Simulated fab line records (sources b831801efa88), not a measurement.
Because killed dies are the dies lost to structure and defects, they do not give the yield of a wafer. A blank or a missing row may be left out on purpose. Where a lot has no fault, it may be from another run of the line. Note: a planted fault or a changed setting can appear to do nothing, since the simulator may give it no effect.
The tool behind it: which one?	flow sky130	24 lots, 72 wafers sampled, at 5 steps of a route of 708

== WHAT EACH GAUGE READ, for each wafer ==
SKY_FIELD_ISO_BOW_MEAS_00. Usual: INCOMING_BOW typically reads 0 um, with standard deviation 6.3.
lot	measured	on	INCOMING_BOW (um)	flag
L074	day 1 10:01	film metro-03	4 4 4	
L075	day 1 15:00	film metro-02	1 9 -17	
L076	day 1 20:01	film metro-01	-7 12 -9	
L077	day 2 01:02	film metro-02	-10 11 1	
L078	day 2 06:00	film metro-02	0 0 2	
L079	day 2 11:00	film metro-03	0 25 6	
L080	day 2 16:00	film metro-02	-4 -3 -5	
L081	day 2 21:00	film metro-01	-3 8 3	
L082	day 3 02:01	film metro-03	1 -7 -3	
L083	day 3 07:01	film metro-01	2 5 1	
L084	day 3 12:02	film metro-03	-5 9 -3	
L085	day 3 17:00	film metro-03	-3 9 4	
L086	day 3 22:00	film metro-02	0 8 -6	
L087	day 4 03:00	film metro-02	-4 -3 -1	
L088	day 4 08:00	film metro-01	2 0 -12	
L089	day 4 13:02	film metro-03	9 -10 8	
L090	day 4 18:01	film metro-02	15 -11 13	
L091	day 4 23:00	film metro-02	-4 3 2	
L092	day 5 04:00	film metro-03	1 2 -11	
L093	day 5 09:01	film metro-03	3 16 -1	
L094	day 5 14:00	film metro-03	4 -3 0	
L095	day 5 19:01	film metro-03	4 3 4	
L096	day 6 00:01	film metro-01	7 -5 -2	
L097	day 6 05:01	film metro-02	3 -5 -3	

SKY_VT_ADJUST_HVTP_OVL_MEAS_08. Usual: VT_ADJUST_HVTP_OVL typically reads 0.9 nm, with standard deviation 1.1.
lot	measured	on	VT_ADJUST_HVTP_OVL (nm)	flag
L074	day 5 23:37	overlay-01	-0.6 0.1 -0.2	
L075	day 6 05:49	overlay-01	0.5 1.6 1.8	
L076	day 6 10:46	overlay-02	0.3 2.2 0.8	
L077	day 6 17:25	overlay-01	1.1 1.2 -0.2	
L078	day 7 02:40	overlay-01	3.3 1.7 0.7	
L079	day 7 14:13	overlay-01	2.4 1.7 1.9	
L080	day 7 18:43	overlay-02	1.7 1.8 -0.9	
L081	day 8 04:58	overlay-01	1.4 2.4 0.8	
L082	day 8 08:01	overlay-01	-0.1 2.0 0.0	
L083	day 8 16:46	overlay-01	2.8 2.6 0.7	
L084	day 8 19:07	overlay-02	-0.3 -1.3 1.3	
L085	day 9 04:24	overlay-02	0.6 1.1 2.3	
L086	day 9 10:42	overlay-01	1.6 1.9 -1.0	
L087	day 9 11:34	overlay-01	-0.9 -0.8 0.5	
L088	day 9 18:34	overlay-02	-0.6 -0.6 1.4	
L089	day 9 22:46	overlay-01	1.5 1.3 1.2	
L090	day 10 06:01	overlay-01	-0.7 -0.3 0.7	
L091	day 10 12:40	overlay-01	3.3 0.8 0.7	
L092	day 10 18:04	overlay-01	1.9 1.4 0.1	
L093	day 11 02:07	overlay-02	0.1 2.4 1.8	
L094	day 11 12:36	overlay-02	0.2 -1.0 0.9	
L095	day 11 13:58	overlay-01	0.1 2.7 1.1	
L096	day 11 16:49	overlay-01	1.5 2.4 2.2	
L097	day 12 03:25	overlay-02	0.8 -0.4 0.3	

SKY_CONTACT_BOW_MEAS_05. Usual: CONTACT_BOW typically reads 83 um, with standard deviation 6.9.
lot	measured	on	CONTACT_BOW (um)	flag
L074	day 30 03:59	film metro-03	88 86 88	
L075	day 30 17:02	film metro-01	81 88 63	
L076	day 30 18:18	film metro-03	76 97 75	
L077	day 31 11:48	film metro-03	69 91 82	
L078	day 31 13:07	film metro-03	81 81 84	
L079	day 32 11:47	film metro-01	83 108 90	
L080	day 32 13:56	film metro-02	81 81 79	
L081	day 33 21:59	film metro-03	78 89 86	
L082	day 33 19:46	film metro-03	85 78 82	
L083	day 33 23:17	film metro-03	87 89 85	
L084	day 33 22:38	film metro-02	79 93 80	
L085	day 34 03:58	film metro-02	82 92 87	
L086	day 34 11:40	film metro-02	82 90 76	
L087	day 34 16:19	film metro-01	82 84 86	
L088	day 34 22:01	film metro-01	83 80 68	
L089	day 35 03:34	film metro-03	96 77 96	
L090	day 35 04:52	film metro-02	101 76 98	
L091	day 35 21:59	film metro-02	76 81 84	
L092	day 35 23:41	film metro-02	87 86 73	
L093	day 36 08:56	film metro-03	87 100 84	
L094	day 36 21:09	film metro-02	86 78 82	
L095	day 36 23:09	film metro-03	89 88 89	
L096	day 37 01:10	film metro-03	86 74 77	
L097	day 37 13:19	film metro-02	84 74 76	

SKY_CAPM_THK_MEAS_01. Usual: CAPM_CVD_00_THK typically reads 15.56 nm, with standard deviation 0.29.
lot	measured	on	CAPM_CVD_00_THK (nm)	flag
L074	day 36 05:30	film metro-03	15.37 14.99 15.57	
L075	day 36 10:29	film metro-03	15.34 15.55 15.62	
L076	day 36 12:02	film metro-02	15.06 15.38 15.38	
L077	day 37 07:02	film metro-03	14.78 15.45 15.37	
L078	day 37 09:44	film metro-03	15.07 15.69 15.92	
L079	day 38 06:45	film metro-03	15.43 15.49 15.47	
L080	day 38 08:35	film metro-03	15.37 15.83 15.68	
L081	day 39 15:38	film metro-02	15.91 15.92 15.77	
L082	day 39 13:18	film metro-03	15.55 15.97 16.23	
L083	day 39 16:21	film metro-04	15.43 15.87 15.75	
L084	day 39 16:01	film metro-02	15.36 15.89 15.60	
L085	day 39 21:59	film metro-02	15.30 15.47 15.92	
L086	day 40 04:17	film metro-03	15.20 15.44 16.03	
L087	day 40 06:50	film metro-03	15.24 15.51 15.32	
L088	day 40 13:07	film metro-03	15.00 15.61 15.78	
L089	day 40 18:57	film metro-04	15.71 15.51 15.56	
L090	day 40 19:12	film metro-02	15.44 15.81 15.56	
L091	day 41 11:29	film metro-04	15.81 16.02 15.94	
L092	day 41 13:08	film metro-04	15.21 15.57 15.48	
L093	day 41 21:56	film metro-04	15.05 15.25 15.45	
L094	day 42 07:33	film metro-03	15.15 15.52 16.01	
L095	day 42 09:25	film metro-02	15.51 15.46 15.66	
L096	day 42 11:10	film metro-02	15.58 15.90 16.47	
L097	day 42 23:33	film metro-04	15.53 15.22 15.90	

== TOOL THAT RAN EACH LOT (tool first, then ch and the chambers of the sampled wafers, then the start) ==
lot	SKY_VT_ADJUST_LVTN_STRIP_09
L074	plasma asher-04 ch 0, day 6 19:10
L075	plasma asher-01 ch 0,1, day 7 00:58
L076	plasma asher-04 ch 0,1, day 7 06:04
L077	plasma asher-03 ch 0,1, day 7 13:24
L078	plasma asher-03 ch 0,1, day 7 22:25
L079	plasma asher-03 ch 0,1, day 8 10:01
L080	plasma asher-03 ch 0, day 8 15:55
L081	plasma asher-03 ch 0,1, day 9 02:04
L082	plasma asher-03 ch 0,1, day 9 05:49
L083	plasma asher-04 ch 0,1, day 9 14:43
L084	plasma asher-04 ch 0,1, day 9 17:09
L085	plasma asher-04 ch 0,1, day 10 02:13
L086	plasma asher-01 ch 0,1, day 10 08:46
L087	plasma asher-04 ch 0,1, day 10 10:07
L088	plasma asher-04 ch 0, day 10 16:43
L089	plasma asher-04 ch 0,1, day 10 22:00
L090	plasma asher-01 ch 0,1, day 11 05:28
L091	plasma asher-03 ch 0,1, day 11 11:25
L092	plasma asher-04 ch 1, day 11 16:10
L093	plasma asher-03 ch 0,1, day 12 01:31
L094	plasma asher-03 ch 0,1, day 12 12:07
L095	plasma asher-01 ch 0, day 12 13:43
L096	plasma asher-04 ch 0, day 12 16:16
L097	plasma asher-03 ch 0,1, day 13 03:55
- SKY_VT_ADJUST_LVTN_STRIP_09: strips in O2/N2.

== WHAT THE TOOLS THEMSELVES READ (means of the sampled wafers that have a number; where no wafer has one, the mark that the record gives instead) ==
SKY_VT_ADJUST_LVTN_STRIP_09. Usual: drypump motor current A 5.7 A, standard deviation 0.68; oes product au 0.721 a.u., standard deviation 0.0048; strip time to endpoint s 37.00 s, standard deviation 0.095.
lot	tool	drypump motor current A (A)	oes product au (a.u.)	strip time to endpoint s (s)	flag
L074	plasma asher-04	6.7	0.717	36.93	
L075	plasma asher-01	5.9	0.724	36.95	
L076	plasma asher-04	5.4	0.723	37.05	
L077	plasma asher-03	5.6	0.723	36.95	
L078	plasma asher-03	5.5	0.725	36.96	
L079	plasma asher-03	5.6	0.714	37.07	
L080	plasma asher-03	5.8	0.719	36.78	
L081	plasma asher-03	5.7	0.723	36.87	
L082	plasma asher-03	5.7	0.723	36.99	
L083	plasma asher-04	6.0	0.723	37.11	
L084	plasma asher-04	5.4	0.722	36.97	
L085	plasma asher-04	5.4	0.719	37.08	
L086	plasma asher-01	5.9	0.721	36.96	
L087	plasma asher-04	6.0	0.720	37.02	
L088	plasma asher-04	6.7	0.716	37.15	
L089	plasma asher-04	6.0	0.723	37.03	
L090	plasma asher-01	5.5	0.721	36.98	
L091	plasma asher-03	5.7	0.726	36.96	
L092	plasma asher-04	4.7	0.718	37.02	
L093	plasma asher-03	5.7	0.719	36.96	
L094	plasma asher-03	5.6	0.721	36.94	
L095	plasma asher-01	5.2	0.724	37.12	
L096	plasma asher-04	6.7	0.723	37.08	
L097	plasma asher-03	5.7	0.720	37.01	

== THE ANSWER, worked out from the rows above alone ==
Rule: take the mean of a lot's wafers that have a number; if it is more than 3 standard deviations from the usual mean, the lot is off. Also off: a lot with no number at a reading for which 4 or more lots have one. All remaining lots with rows at the step are treated as sound. The gauges are gone through in route order, then the tools' own readings, and for those a lot's mean is taken as printed above. At the first step where some lot is off, the reading lying furthest off is the one used; lots without a number count as furthest.
None of the lots is off at any reading shown; this tells nothing.

== WHAT THE SIMULATOR HAD PUT IN ==
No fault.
